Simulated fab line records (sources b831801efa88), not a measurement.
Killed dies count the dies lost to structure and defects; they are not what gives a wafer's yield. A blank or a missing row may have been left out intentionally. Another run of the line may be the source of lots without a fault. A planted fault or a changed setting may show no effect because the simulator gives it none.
Which tool did it? / flow gf180mcu / 14 lots, 42 wafers sampled, at 3 steps of a route of 602

## WHAT THE GAUGES READ, wafer by wafer
GF_M2_RS_MEAS_05: the measuring method here is four-point-probe.
lot=L596; measured=day 18 06:40; on=film metro-04; M2_ALCU_RS (ohm/sq)=0.0693 0.0689 0.0693
lot=L597; measured=day 19 00:10; on=film metro-03; M2_ALCU_RS (ohm/sq)=0.0687 0.0702 0.0702
lot=L598; measured=day 19 00:59; on=film metro-04; M2_ALCU_RS (ohm/sq)=0.0709 0.0701 0.0687
lot=L599; measured=day 19 22:54; on=film metro-03; M2_ALCU_RS (ohm/sq)=0.0696 0.0698 0.0692
lot=L600; measured=day 19 20:12; on=film metro-03; M2_ALCU_RS (ohm/sq)=0.0685 0.0694 0.0691
lot=L603; measured=day 21 06:52; on=film metro-02; M2_ALCU_RS (ohm/sq)=0.0712 0.0696 0.0721
lot=L614; measured=day 24 13:15; on=film metro-04; M2_ALCU_RS (ohm/sq)=0.0707 0.0695 0.0691
lot=L615; measured=day 24 17:50; on=film metro-03; M2_ALCU_RS (ohm/sq)=0.0688 0.0694 0.0689
lot=L616; measured=day 25 02:15; on=film metro-03; M2_ALCU_RS (ohm/sq)=0.0678 0.0691 0.0701
lot=L617; measured=day 25 09:32; on=film metro-02; M2_ALCU_RS (ohm/sq)=0.0685 0.0702 0.0696
lot=L618; measured=day 25 16:58; on=film metro-02; M2_ALCU_RS (ohm/sq)=0.0688 0.0718 0.0715
lot=L619; measured=day 26 05:02; on=film metro-04; M2_ALCU_RS (ohm/sq)=0.0702 0.0711 0.0683

## EACH LOT AND THE TOOL THAT RAN IT (in order: tool; ch and the chambers of the sampled wafers; start)
lot=L596; GF_DUAL_GATE_OXIDATION_02=furnace-01 ch 0, day 7 16:11; GF_M2_SPUTTER_02=pvd sputter-03, day 18 06:34
lot=L597; GF_DUAL_GATE_OXIDATION_02=furnace-02 ch 0, day 7 22:35; GF_M2_SPUTTER_02=pvd sputter-03, day 19 00:02
lot=L598; GF_DUAL_GATE_OXIDATION_02=furnace-02 ch 0, day 8 02:02; GF_M2_SPUTTER_02=pvd sputter-01, day 19 00:52
lot=L599; GF_DUAL_GATE_OXIDATION_02=furnace-02 ch 0, day 8 15:38; GF_M2_SPUTTER_02=pvd sputter-03, day 19 22:49
lot=L600; GF_DUAL_GATE_OXIDATION_02=furnace-01 ch 0, day 8 17:25; GF_M2_SPUTTER_02=pvd sputter-02, day 19 20:07
lot=L603; GF_DUAL_GATE_OXIDATION_02=furnace-01 ch 0, day 9 16:26; GF_M2_SPUTTER_02=pvd sputter-03, day 21 06:46
lot=L610; GF_DUAL_GATE_OXIDATION_02=furnace-01, day 11 11:26; GF_M2_SPUTTER_02=-
lot=L611; GF_DUAL_GATE_OXIDATION_02=furnace-02, day 11 15:41; GF_M2_SPUTTER_02=-
lot=L614; GF_DUAL_GATE_OXIDATION_02=furnace-01 ch 0, day 12 14:28; GF_M2_SPUTTER_02=pvd sputter-02, day 24 13:07
lot=L615; GF_DUAL_GATE_OXIDATION_02=furnace-01 ch 0, day 12 18:44; GF_M2_SPUTTER_02=pvd sputter-01, day 24 17:43
lot=L616; GF_DUAL_GATE_OXIDATION_02=furnace-02 ch 0, day 13 00:56; GF_M2_SPUTTER_02=pvd sputter-02, day 25 02:10
lot=L617; GF_DUAL_GATE_OXIDATION_02=furnace-02 ch 0, day 13 07:44; GF_M2_SPUTTER_02=pvd sputter-02, day 25 09:24
lot=L618; GF_DUAL_GATE_OXIDATION_02=furnace-01 ch 0, day 13 14:23; GF_M2_SPUTTER_02=pvd sputter-03, day 25 16:52
lot=L619; GF_DUAL_GATE_OXIDATION_02=furnace-01 ch 0, day 14 00:26; GF_M2_SPUTTER_02=pvd sputter-03, day 26 04:56
- GF_DUAL_GATE_OXIDATION_02: stabilise 600 s, purge 300 s, target thk 10.887 nm.
- GF_M2_SPUTTER_02: material AlCu, target thk 450 nm, time 23.9 s.

## WHAT THE TOOLS THEMSELVES READ (means of the sampled wafers that have a number; where no wafer has one, the mark that the record gives instead)
GF_DUAL_GATE_OXIDATION_02.
lot=L596; tool=furnace-01; ox temp c (C)=899.9; ox temp c max=908.9; zone power upper pct (%)=17.1
lot=L597; tool=furnace-02; ox temp c (C)=900.1; ox temp c max=904.3; zone power upper pct (%)=19.4
lot=L598; tool=furnace-02; ox temp c (C)=899.9; ox temp c max=905.2; zone power upper pct (%)=19.2
lot=L599; tool=furnace-02; ox temp c (C)=900.2; ox temp c max=905.1; zone power upper pct (%)=19.5
lot=L600; tool=furnace-01; ox temp c (C)=900.0; ox temp c max=908.0; zone power upper pct (%)=17.2
lot=L603; tool=furnace-01; ox temp c (C)=900.2; ox temp c max=907.2; zone power upper pct (%)=17.1
lot=L610; tool=furnace-01; ox temp c (C)=-; ox temp c max=-; zone power upper pct (%)=-
lot=L611; tool=furnace-02; ox temp c (C)=-; ox temp c max=-; zone power upper pct (%)=-
lot=L614; tool=furnace-01; ox temp c (C)=900.1; ox temp c max=907.5; zone power upper pct (%)=17.3
lot=L615; tool=furnace-01; ox temp c (C)=899.8; ox temp c max=907.7; zone power upper pct (%)=17.2
lot=L616; tool=furnace-02; ox temp c (C)=899.8; ox temp c max=904.0; zone power upper pct (%)=19.2
lot=L617; tool=furnace-02; ox temp c (C)=899.7; ox temp c max=903.7; zone power upper pct (%)=19.3
lot=L618; tool=furnace-01; ox temp c (C)=899.9; ox temp c max=907.3; zone power upper pct (%)=17.2
lot=L619; tool=furnace-01; ox temp c (C)=899.8; ox temp c max=907.7; zone power upper pct (%)=17.4

GF_M2_SPUTTER_02.
lot=L596; tool=pvd sputter-03; throttle valve pct (%)=29.2
lot=L597; tool=pvd sputter-03; throttle valve pct (%)=29.4
lot=L598; tool=pvd sputter-01; throttle valve pct (%)=30.4
lot=L599; tool=pvd sputter-03; throttle valve pct (%)=29.5
lot=L600; tool=pvd sputter-02; throttle valve pct (%)=29.8
lot=L603; tool=pvd sputter-03; throttle valve pct (%)=29.3
lot=L614; tool=pvd sputter-02; throttle valve pct (%)=29.5
lot=L615; tool=pvd sputter-01; throttle valve pct (%)=29.8
lot=L616; tool=pvd sputter-02; throttle valve pct (%)=29.0
lot=L617; tool=pvd sputter-02; throttle valve pct (%)=29.2
lot=L618; tool=pvd sputter-03; throttle valve pct (%)=29.9
lot=L619; tool=pvd sputter-03; throttle valve pct (%)=29.9

## THE ANSWER, worked out from the rows above alone
Rule: what is usual is taken from the lots themselves. Put in order of their means at a reading, lots are off if they are a third of the lots or fewer, leave a main group of 4 or more, and stand apart from it by a gap of 3 or more times the standard deviation of the main group's means; of several such gaps the widest counts. If all means in a main group match to the digits the tables above print for the reading, that group is not used. A lot without any number at a reading at which 4 lots or more have one is off too. Any other lot the step has rows for is counted as sound. First the gauges in route order, then the tools' own readings, where a lot's mean is used as printed above. The first step at which some lot is off is used, and at that step the reading that is off furthest; a lot without a number counts as furthest.
Off: L610, L611, at GF_DUAL_GATE_OXIDATION_02 (ox temp c). Without a number there: L610, L611. The main group has a mean of 900.0 C with a standard deviation of 0.16.
If a tool, at that step or one of the process steps before it, ran each lot that is off and ran no sound lot following the first of them, it fits. Not one of the candidates tried fits.

## WHAT HAD BEEN PUT IN BY THE SIMULATOR
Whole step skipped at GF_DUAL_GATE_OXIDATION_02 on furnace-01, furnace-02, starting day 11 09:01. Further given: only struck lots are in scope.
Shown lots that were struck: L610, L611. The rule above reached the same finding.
